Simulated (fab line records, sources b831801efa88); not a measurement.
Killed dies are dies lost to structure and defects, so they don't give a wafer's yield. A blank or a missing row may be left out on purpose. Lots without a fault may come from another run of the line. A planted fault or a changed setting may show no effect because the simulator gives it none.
Which tool did it? | flow sky130 | 12 lots, 36 wafers sampled, at 5 steps of a route of 708

WHAT THE GAUGES READ, wafer by wafer
The record holds no reading of a measuring or inspecting step that can be judged against a usual standard deviation.

WHICH TOOL RAN EACH LOT (tool, then ch and the chambers of the sampled wafers, then the start)
lot  | SKY_VIA3_SPUTTER_20          | SKY_METAL4_SPUTTER_00        | SKY_METAL4_SPUTTER_02        | SKY_METAL4_SPUTTER_04        | SKY_PAD_OPEN_PROBE_99
L619 | pvd_sputter-02, day 39 14:19 | pvd_sputter-04, day 39 14:59 | pvd_sputter-04, day 39 15:02 | pvd_sputter-04, day 39 15:05 | prober-02, day 45 17:12
L623 | pvd_sputter-02, day 40 22:51 | pvd_sputter-04, day 40 23:31 | pvd_sputter-04, day 40 23:34 | pvd_sputter-04, day 40 23:37 | prober-01, day 46 21:32
L624 | pvd_sputter-03, day 41 01:04 | pvd_sputter-04, day 41 01:44 | pvd_sputter-04, day 41 01:47 | pvd_sputter-04, day 41 01:50 | prober-02, day 46 23:14
L627 | pvd_sputter-01, day 41 20:13 | pvd_sputter-04, day 41 20:53 | pvd_sputter-04, day 41 20:56 | pvd_sputter-04, day 41 20:59 | prober-01, day 47 15:09
L628 | pvd_sputter-02, day 42 05:53 | pvd_sputter-04, day 42 06:33 | pvd_sputter-04, day 42 06:35 | pvd_sputter-04, day 42 06:39 | prober-02, day 47 21:56
L632 | pvd_sputter-03, day 43 08:04 | pvd_sputter-02, day 43 08:44 | pvd_sputter-02, day 43 08:47 | pvd_sputter-02, day 43 08:50 | prober-02, day 48 19:49
L633 | pvd_sputter-01, day 43 14:49 | pvd_sputter-02, day 43 15:29 | pvd_sputter-02, day 43 15:32 | pvd_sputter-02, day 43 15:35 | prober-01, day 49 03:05
L635 | pvd_sputter-01, day 44 02:05 | pvd_sputter-01, day 44 02:52 | pvd_sputter-01, day 44 02:55 | pvd_sputter-01, day 44 02:59 | prober-01, day 49 09:56
L636 | pvd_sputter-01, day 44 07:04 | pvd_sputter-02, day 44 07:43 | pvd_sputter-02, day 44 07:46 | pvd_sputter-02, day 44 07:50 | prober-02, day 49 12:40
L639 | pvd_sputter-01, day 45 09:11 | pvd_sputter-04, day 45 09:51 | pvd_sputter-04, day 45 09:53 | pvd_sputter-04, day 45 09:57 | prober-01, day 50 07:55
L640 | pvd_sputter-03, day 45 21:40 | pvd_sputter-02, day 45 22:20 | pvd_sputter-02, day 45 22:23 | pvd_sputter-02, day 45 22:26 | prober-02, day 50 18:18
L642 | pvd_sputter-01, day 46 02:17 | pvd_sputter-02, day 46 03:00 | pvd_sputter-02, day 46 03:03 | pvd_sputter-02, day 46 03:07 | prober-01, day 50 22:37
- SKY_VIA3_SPUTTER_20: material TiN, target thk 20 nm, time 80 s.
- SKY_METAL4_SPUTTER_00: material Ti, target thk 15 nm, time 10 s.
- SKY_METAL4_SPUTTER_02: material AlCu, target thk 735 nm, time 39.1 s.
- SKY_METAL4_SPUTTER_04: material TiN, target thk 70 nm, time 58.3 s.
- SKY_PAD_OPEN_PROBE_99

WHAT THE TOOLS THEMSELVES READ (means of the sampled wafers that have a number; where no wafer has one, the mark that the record gives instead)
SKY_VIA3_SPUTTER_20. Usual: chamber_pressure_pa 5.000 Pa, standard deviation 0.011; throttle_valve_pct 29.8 %, standard deviation 0.65.
lot  | tool           | chamber_pressure_pa (Pa) | throttle_valve_pct (%) | flag
L619 | pvd_sputter-02 | 5.000                    | 29.3                   |
L623 | pvd_sputter-02 | 5.000                    | 29.7                   |
L624 | pvd_sputter-03 | 5.002                    | 30.2                   |
L627 | pvd_sputter-01 | 4.996                    | 29.6                   |
L628 | pvd_sputter-02 | 5.002                    | 29.3                   |
L632 | pvd_sputter-03 | 4.995                    | 30.4                   |
L633 | pvd_sputter-01 | 4.998                    | 29.8                   |
L635 | pvd_sputter-01 | 5.005                    | 30.0                   |
L636 | pvd_sputter-01 | 5.007                    | 29.9                   |
L639 | pvd_sputter-01 | 5.007                    | 30.0                   |
L640 | pvd_sputter-03 | 4.993                    | 30.3                   |
L642 | pvd_sputter-01 | 5.004                    | 29.6                   |

SKY_METAL4_SPUTTER_00. Usual: chamber_pressure_pa 0.4001 Pa, standard deviation 0.00071; throttle_valve_pct 29.7 %, standard deviation 0.55.
lot  | tool           | chamber_pressure_pa (Pa) | throttle_valve_pct (%) | flag
L619 | pvd_sputter-04 | 0.3992                   | 30.1                   |
L623 | pvd_sputter-04 | 0.4009                   | 30.2                   |
L624 | pvd_sputter-04 | 0.4001                   | 30.1                   |
L627 | pvd_sputter-04 | 0.3997                   | 29.9                   |
L628 | pvd_sputter-04 | 0.4005                   | 29.8                   |
L632 | pvd_sputter-02 | 0.4007                   | 29.3                   |
L633 | pvd_sputter-02 | 0.4004                   | 29.1                   |
L635 | pvd_sputter-01 | 0.4005                   | 29.6                   |
L636 | pvd_sputter-02 | 0.3998                   | 29.6                   |
L639 | pvd_sputter-04 | 0.4002                   | 30.0                   |
L640 | pvd_sputter-02 | 0.4001                   | 29.3                   |
L642 | pvd_sputter-02 | 0.4007                   | 29.8                   |

SKY_METAL4_SPUTTER_02. Usual: chamber_pressure_pa 0.4000 Pa, standard deviation 0.00086; throttle_valve_pct 29.7 %, standard deviation 0.54.
lot  | tool           | chamber_pressure_pa (Pa) | throttle_valve_pct (%) | flag
L619 | pvd_sputter-04 | 0.3997                   | 30.1                   |
L623 | pvd_sputter-04 | 0.3995                   | 30.2                   |
L624 | pvd_sputter-04 | 0.3994                   | 29.9                   |
L627 | pvd_sputter-04 | 0.3218                   | 33.4                   | OFF
L628 | pvd_sputter-04 | 0.3209                   | 33.5                   | OFF
L632 | pvd_sputter-02 | 0.3996                   | 29.3                   |
L633 | pvd_sputter-02 | 0.4001                   | 29.2                   |
L635 | pvd_sputter-01 | 0.4000                   | 29.6                   |
L636 | pvd_sputter-02 | 0.3994                   | 29.9                   |
L639 | pvd_sputter-04 | 0.4006                   | 29.8                   |
L640 | pvd_sputter-02 | 0.3995                   | 29.1                   |
L642 | pvd_sputter-02 | 0.3997                   | 29.8                   |

SKY_METAL4_SPUTTER_04. Usual: chamber_pressure_pa 0.4001 Pa, standard deviation 0.00071; throttle_valve_pct 29.7 %, standard deviation 0.53.
lot  | tool           | chamber_pressure_pa (Pa) | throttle_valve_pct (%) | flag
L619 | pvd_sputter-04 | 0.3995                   | 30.0                   |
L623 | pvd_sputter-04 | 0.4005                   | 30.1                   |
L624 | pvd_sputter-04 | 0.4002                   | 30.0                   |
L627 | pvd_sputter-04 | 0.4007                   | 30.0                   |
L628 | pvd_sputter-04 | 0.3992                   | 29.9                   |
L632 | pvd_sputter-02 | 0.3999                   | 29.3                   |
L633 | pvd_sputter-02 | 0.3997                   | 29.5                   |
L635 | pvd_sputter-01 | 0.4007                   | 29.5                   |
L636 | pvd_sputter-02 | 0.4007                   | 29.9                   |
L639 | pvd_sputter-04 | 0.3998                   | 29.8                   |
L640 | pvd_sputter-02 | 0.4009                   | 29.3                   |
L642 | pvd_sputter-02 | 0.4002                   | 29.8                   |

SKY_PAD_OPEN_PROBE_99. Usual: defect_limited_yield 82.5 %, standard deviation 2.1; killed_at_M0_to_M3 43, standard deviation 7.7; killed_at_M4_up 2.9, standard deviation 1.9; killed_at_contacts 24, standard deviation 5.9; killed_at_front_end 16, standard deviation 5.1; killed_at_other 0.3, standard deviation 0.63; killed_dies 86, standard deviation 10; killed_on_rim 16, standard deviation 3.6; killed_open 47, standard deviation 7.6; killed_short 39, standard deviation 6.8; sort_bin_3_pad_short 0.8 %, standard deviation 0.44; sort_bin_5_function 10.4 %, standard deviation 1.6; sort_bin_6_memory 6.3 %, standard deviation 1.1; sort_n_pass 406, standard deviation 10; sort_yield_pct 82.5 %, standard deviation 2.1.
lot  | tool      | defect_limited_yield (%) | killed_at_M0_to_M3 | killed_at_M4_up | killed_at_contacts | killed_at_front_end | killed_at_other | killed_dies | killed_on_rim | killed_open | killed_short | sort_bin_3_pad_short (%) | sort_bin_5_function (%) | sort_bin_6_memory (%) | sort_n_pass | sort_yield_pct (%) | flag
L619 | prober-02 | 82.5                     | 43                 | 2.7             | 19                 | 21                  | 0.0             | 86          | 15            | 46          | 40           | 0.8                      | 10.7                    | 6.0                   | 406         | 82.5               |
L623 | prober-01 | 80.8                     | 54                 | 2.0             | 23                 | 15                  | 0.3             | 95          | 17            | 51          | 44           | 0.4                      | 13.1                    | 5.8                   | 397         | 80.8               |
L624 | prober-02 | 82.0                     | 52                 | 1.7             | 19                 | 15                  | 1.0             | 89          | 15            | 52          | 35           | 0.6                      | 11.1                    | 6.4                   | 403         | 82.0               |
L627 | prober-01 | 81.4                     | 54                 | 2.0             | 22                 | 14                  | 0.0             | 92          | 19            | 51          | 41           | 0.9                      | 11.5                    | 6.2                   | 400         | 81.4               |
L628 | prober-02 | 82.2                     | 48                 | 3.3             | 26                 | 10                  | 0.0             | 87          | 16            | 53          | 34           | 0.5                      | 11.7                    | 5.6                   | 405         | 82.2               |
L632 | prober-02 | 80.5                     | 50                 | 4.7             | 28                 | 13                  | 0.3             | 96          | 22            | 52          | 44           | 0.7                      | 11.2                    | 7.6                   | 396         | 80.5               |
L633 | prober-01 | 84.8                     | 35                 | 2.0             | 22                 | 15                  | 0.3             | 75          | 14            | 47          | 28           | 0.6                      | 9.1                     | 5.5                   | 417         | 84.8               |
L635 | prober-01 | 82.3                     | 40                 | 4.0             | 25                 | 18                  | 0.0             | 87          | 19            | 44          | 43           | 1.1                      | 10.6                    | 6.0                   | 405         | 82.3               |
L636 | prober-02 | 85.2                     | 32                 | 3.0             | 19                 | 19                  | 0.3             | 73          | 12            | 37          | 35           | 1.1                      | 8.6                     | 5.2                   | 419         | 85.2               |
L639 | prober-01 | 84.1                     | 39                 | 4.3             | 18                 | 17                  | 0.0             | 78          | 17            | 44          | 34           | 0.4                      | 9.7                     | 5.8                   | 414         | 84.1               |
L640 | prober-02 | 82.2                     | 45                 | 2.3             | 22                 | 17                  | 0.3             | 87          | 15            | 46          | 41           | 0.9                      | 10.8                    | 6.0                   | 405         | 82.2               |
L642 | prober-01 | 82.4                     | 48                 | 1.3             | 23                 | 14                  | 0.0             | 86          | 15            | 50          | 34           | 0.5                      | 10.3                    | 6.8                   | 406         | 82.4               |

THE ANSWER, worked out from the rows above alone
Rule: a lot is off if the mean of its wafers that have a number lies more than 3 standard deviations from the usual mean. A lot without any number at a reading at which 4 lots or more have one is off too. The other lots that the step has rows for count as sound. The gauges are gone through in route order, then the tools' own readings, and for those a lot's mean is taken as printed above. The first step at which some lot is off is used, and at that step the reading that is off furthest; a lot without a number counts as furthest.
Off: L627, L628, at SKY_METAL4_SPUTTER_02 (chamber_pressure_pa).
A tool fits if, at that step or a process step before it, it ran every lot that is off, and no sound lot after the first of them. None of those tried fits.

WHAT THE SIMULATOR HAD PUT IN
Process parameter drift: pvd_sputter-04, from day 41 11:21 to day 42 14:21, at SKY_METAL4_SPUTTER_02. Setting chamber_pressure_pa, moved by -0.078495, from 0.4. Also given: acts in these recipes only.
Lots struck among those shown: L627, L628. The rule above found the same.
